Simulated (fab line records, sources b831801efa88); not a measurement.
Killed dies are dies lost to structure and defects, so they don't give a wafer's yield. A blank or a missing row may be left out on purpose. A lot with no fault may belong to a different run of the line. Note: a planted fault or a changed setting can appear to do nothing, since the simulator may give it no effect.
Which of the tools did it? / flow gf180mcu / Sampling: 14 lots, 42 wafers, 5 of 602 route steps

## WHAT THE GAUGES READ, wafer by wafer
GF_HV_LDD_OVL_MEAS_20. Usual: for HV_LDD_01_OVL the level is 0.3 nm and the standard deviation is 1.3.
lot=L490; measured=day 10 18:50; on=overlay-01; HV_LDD_01_OVL (nm)=2.3 1.0 0.9; flag=
lot=L491; measured=day 11 02:10; on=overlay-02; HV_LDD_01_OVL (nm)=-0.9 0.4 0.9; flag=
lot=L492; measured=day 11 08:31; on=overlay-02; HV_LDD_01_OVL (nm)=0.0 -1.6 -3.0; flag=
lot=L493; measured=day 11 19:02; on=overlay-02; HV_LDD_01_OVL (nm)=-0.6 0.8 -0.6; flag=
lot=L494; measured=day 12 02:27; on=overlay-02; HV_LDD_01_OVL (nm)=0.3 0.0 1.8; flag=
lot=L496; measured=day 12 13:31; on=overlay-02; HV_LDD_01_OVL (nm)=-0.9 -2.6 0.7; flag=
lot=L497; measured=day 12 20:52; on=overlay-02; HV_LDD_01_OVL (nm)=-1.1 -1.5 -1.2; flag=
lot=L499; measured=day 13 13:10; on=overlay-02; HV_LDD_01_OVL (nm)=0.2 1.0 -0.2; flag=
lot=L506; measured=day 16 07:06; on=overlay-01; HV_LDD_01_OVL (nm)=-0.5 0.3 -1.1; flag=
lot=L508; measured=day 16 19:15; on=overlay-01; HV_LDD_01_OVL (nm)=2.9 1.9 2.0; flag=
lot=L510; measured=day 17 04:39; on=overlay-02; HV_LDD_01_OVL (nm)=0.8 0.8 -0.5; flag=
lot=L509; measured=day 17 05:44; on=overlay-01; HV_LDD_01_OVL (nm)=-0.4 0.9 -0.2; flag=
lot=L511; measured=day 17 11:22; on=overlay-01; HV_LDD_01_OVL (nm)=0.7 1.2 0.8; flag=
lot=L513; measured=day 18 07:51; on=overlay-02; HV_LDD_01_OVL (nm)=0.9 1.3 1.5; flag=

GF_PSD_OVL_MEAS_08. Usual: for PSD_OVL the level is -0.2 nm and the standard deviation is 1.3.
lot=L490; measured=day 14 05:17; on=overlay-01; PSD_OVL (nm)=1.3 -0.4 0.6; flag=
lot=L491; measured=day 14 13:06; on=overlay-01; PSD_OVL (nm)=1.0 -0.5 -0.3; flag=
lot=L492; measured=day 14 21:07; on=overlay-02; PSD_OVL (nm)=-1.4 1.8 3.3; flag=
lot=L493; measured=day 15 08:14; on=overlay-02; PSD_OVL (nm)=-0.2 -1.9 -1.5; flag=
lot=L494; measured=day 15 16:43; on=overlay-02; PSD_OVL (nm)=-2.2 -1.3 0.1; flag=
lot=L496; measured=day 16 05:55; on=overlay-02; PSD_OVL (nm)=0.8 -1.0 0.0; flag=
lot=L497; measured=day 16 15:16; on=overlay-02; PSD_OVL (nm)=0.0 -1.7 -0.6; flag=
lot=L499; measured=day 17 09:13; on=overlay-01; PSD_OVL (nm)=1.3 -0.2 1.1; flag=
lot=L506; measured=day 20 11:04; on=overlay-02; PSD_OVL (nm)=0.2 0.4 1.3; flag=
lot=L508; measured=day 21 00:46; on=overlay-02; PSD_OVL (nm)=-0.8 0.5 -0.5; flag=
lot=L510; measured=day 21 10:39; on=overlay-02; PSD_OVL (nm)=-0.3 -0.2 -2.1; flag=
lot=L509; measured=day 21 13:46; on=overlay-02; PSD_OVL (nm)=0.2 1.8 0.6; flag=
lot=L511; measured=day 21 15:47; on=overlay-01; PSD_OVL (nm)=-0.7 -0.7 -0.8; flag=
lot=L513; measured=day 22 11:55; on=overlay-02; PSD_OVL (nm)=0.8 0.7 -0.3; flag=

GF_SAB_THK_MEAS_01. Usual: for SAB_CVD_00_THK the level is 49.8 nm and the standard deviation is 0.75.
lot=L490; measured=day 14 06:02; on=filmMetro-01; SAB_CVD_00_THK (nm)=48.9 49.6 49.2; flag=
lot=L491; measured=day 14 13:51; on=filmMetro-01; SAB_CVD_00_THK (nm)=49.1 50.4 48.8; flag=
lot=L492; measured=day 14 21:51; on=filmMetro-04; SAB_CVD_00_THK (nm)=49.7 50.1 49.4; flag=
lot=L493; measured=day 15 08:58; on=filmMetro-02; SAB_CVD_00_THK (nm)=49.0 49.9 51.1; flag=
lot=L494; measured=day 15 17:28; on=filmMetro-02; SAB_CVD_00_THK (nm)=49.9 48.7 50.9; flag=
lot=L496; measured=day 16 06:39; on=filmMetro-02; SAB_CVD_00_THK (nm)=50.0 48.8 50.3; flag=
lot=L497; measured=day 16 16:03; on=filmMetro-01; SAB_CVD_00_THK (nm)=64.9 66.1 65.3; flag=OFF
lot=L499; measured=day 17 09:58; on=filmMetro-02; SAB_CVD_00_THK (nm)=64.1 65.0 66.3; flag=OFF
lot=L506; measured=day 20 11:56; on=filmMetro-01; SAB_CVD_00_THK (nm)=49.9 49.6 50.7; flag=
lot=L508; measured=day 21 01:30; on=filmMetro-02; SAB_CVD_00_THK (nm)=49.7 49.8 50.1; flag=
lot=L510; measured=day 21 11:23; on=filmMetro-04; SAB_CVD_00_THK (nm)=50.3 49.3 51.6; flag=
lot=L509; measured=day 21 14:31; on=filmMetro-02; SAB_CVD_00_THK (nm)=50.4 51.1 49.8; flag=
lot=L511; measured=day 21 16:31; on=filmMetro-01; SAB_CVD_00_THK (nm)=50.5 50.3 49.6; flag=
lot=L513; measured=day 22 12:40; on=filmMetro-02; SAB_CVD_00_THK (nm)=48.3 49.6 50.8; flag=

GF_CONTACT_THK_MEAS_01. Usual: for CONTACT_CVD_00_THK the level is 301 nm and the standard deviation is 4.2.
lot=L490; measured=day 15 04:14; on=filmMetro-01; CONTACT_CVD_00_THK (nm)=291 295 292; flag=
lot=L491; measured=day 15 11:44; on=filmMetro-02; CONTACT_CVD_00_THK (nm)=301 301 300; flag=
lot=L492; measured=day 15 20:10; on=filmMetro-03; CONTACT_CVD_00_THK (nm)=300 300 298; flag=
lot=L493; measured=day 16 07:55; on=filmMetro-03; CONTACT_CVD_00_THK (nm)=300 300 300; flag=
lot=L494; measured=day 16 16:28; on=filmMetro-03; CONTACT_CVD_00_THK (nm)=304 303 302; flag=
lot=L496; measured=day 17 06:01; on=filmMetro-03; CONTACT_CVD_00_THK (nm)=299 303 301; flag=
lot=L497; measured=day 17 15:40; on=filmMetro-03; CONTACT_CVD_00_THK (nm)=299 297 303; flag=
lot=L499; measured=day 18 10:25; on=filmMetro-02; CONTACT_CVD_00_THK (nm)=307 298 307; flag=
lot=L506; measured=day 21 12:52; on=filmMetro-01; CONTACT_CVD_00_THK (nm)=299 298 304; flag=
lot=L508; measured=day 22 02:19; on=filmMetro-02; CONTACT_CVD_00_THK (nm)=297 299 295; flag=
lot=L510; measured=day 22 10:50; on=filmMetro-03; CONTACT_CVD_00_THK (nm)=302 307 304; flag=
lot=L509; measured=day 22 13:55; on=filmMetro-03; CONTACT_CVD_00_THK (nm)=297 296 297; flag=
lot=L511; measured=day 22 16:46; on=filmMetro-01; CONTACT_CVD_00_THK (nm)=300 305 307; flag=
lot=L513; measured=day 23 11:44; on=filmMetro-02; CONTACT_CVD_00_THK (nm)=300 303 300; flag=

## WHICH TOOL RAN EACH LOT (tool, then ch and the chambers of the sampled wafers, then the start)
lot=L490; GF_SAB_CVD_00=pecvd-03 ch 1,2, day 14 05:59
lot=L491; GF_SAB_CVD_00=pecvd-04 ch 1,2, day 14 13:50
lot=L492; GF_SAB_CVD_00=pecvd-04 ch 0,1,2, day 14 21:50
lot=L493; GF_SAB_CVD_00=pecvd-03 ch 0,1,2, day 15 08:56
lot=L494; GF_SAB_CVD_00=pecvd-03 ch 0,1,2, day 15 17:27
lot=L496; GF_SAB_CVD_00=pecvd-04 ch 0,1, day 16 06:37
lot=L497; GF_SAB_CVD_00=pecvd-04 ch 0,1, day 16 16:02
lot=L499; GF_SAB_CVD_00=pecvd-04 ch 0,1, day 17 09:55
lot=L506; GF_SAB_CVD_00=pecvd-01 ch 0,1, day 20 11:55
lot=L508; GF_SAB_CVD_00=pecvd-01 ch 0,1,2, day 21 01:29
lot=L510; GF_SAB_CVD_00=pecvd-04 ch 0,1, day 21 11:22
lot=L509; GF_SAB_CVD_00=pecvd-04 ch 0,1, day 21 14:29
lot=L511; GF_SAB_CVD_00=pecvd-04 ch 0,1,2, day 21 16:29
lot=L513; GF_SAB_CVD_00=pecvd-03 ch 0,1, day 22 12:38
- GF_SAB_CVD_00: deposits SiO2 from TEOS, target thk 50 nm, time 4.9302 s.

## AS READ BY THE TOOLS THEMSELVES (means over the sampled wafers that have a number; for cases with no such wafer, the mark the record gives instead)
GF_SAB_CVD_00. Usual: heaterPowerW 628 W, standard deviation 63; rfFwdPowerW 587.5 W, standard deviation 2.8.
lot=L490; tool=pecvd-03; heaterPowerW (W)=608; rfFwdPowerW (W)=586.4; flag=
lot=L491; tool=pecvd-04; heaterPowerW (W)=616; rfFwdPowerW (W)=588.8; flag=
lot=L492; tool=pecvd-04; heaterPowerW (W)=639; rfFwdPowerW (W)=585.7; flag=
lot=L493; tool=pecvd-03; heaterPowerW (W)=603; rfFwdPowerW (W)=585.0; flag=
lot=L494; tool=pecvd-03; heaterPowerW (W)=632; rfFwdPowerW (W)=585.6; flag=
lot=L496; tool=pecvd-04; heaterPowerW (W)=693; rfFwdPowerW (W)=590.8; flag=
lot=L497; tool=pecvd-04; heaterPowerW (W)=740; rfFwdPowerW (W)=588.1; flag=
lot=L499; tool=pecvd-04; heaterPowerW (W)=614; rfFwdPowerW (W)=584.9; flag=
lot=L506; tool=pecvd-01; heaterPowerW (W)=645; rfFwdPowerW (W)=593.2; flag=
lot=L508; tool=pecvd-01; heaterPowerW (W)=611; rfFwdPowerW (W)=591.2; flag=
lot=L510; tool=pecvd-04; heaterPowerW (W)=723; rfFwdPowerW (W)=588.6; flag=
lot=L509; tool=pecvd-04; heaterPowerW (W)=698; rfFwdPowerW (W)=587.4; flag=
lot=L511; tool=pecvd-04; heaterPowerW (W)=654; rfFwdPowerW (W)=588.5; flag=
lot=L513; tool=pecvd-03; heaterPowerW (W)=571; rfFwdPowerW (W)=586.4; flag=

## THE ANSWER, worked out from the rows above alone
Rule: take the mean of a lot's wafers that have a number; if it is more than 3 standard deviations from the usual mean, the lot is off. A lot without any number at a reading at which 4 lots or more have one is off too. Any other lot the step has rows for is counted as sound. The gauges are gone through in route order, then the tools' own readings, and for those a lot's mean is taken as printed above. At the first step where some lot is off, the reading lying furthest off is the one used; lots without a number count as furthest.
Off: L497, L499, at GF_SAB_THK_MEAS_01 (SAB_CVD_00_THK).
A tool fits if, at a process step before that reading, it ran every lot that is off, and no sound lot after the first of them. Gauges at GF_SAB_THK_MEAS_01: tried the same way as those tools. Of those tried, none fits.

## WHAT THE SIMULATOR HAD INSERTED
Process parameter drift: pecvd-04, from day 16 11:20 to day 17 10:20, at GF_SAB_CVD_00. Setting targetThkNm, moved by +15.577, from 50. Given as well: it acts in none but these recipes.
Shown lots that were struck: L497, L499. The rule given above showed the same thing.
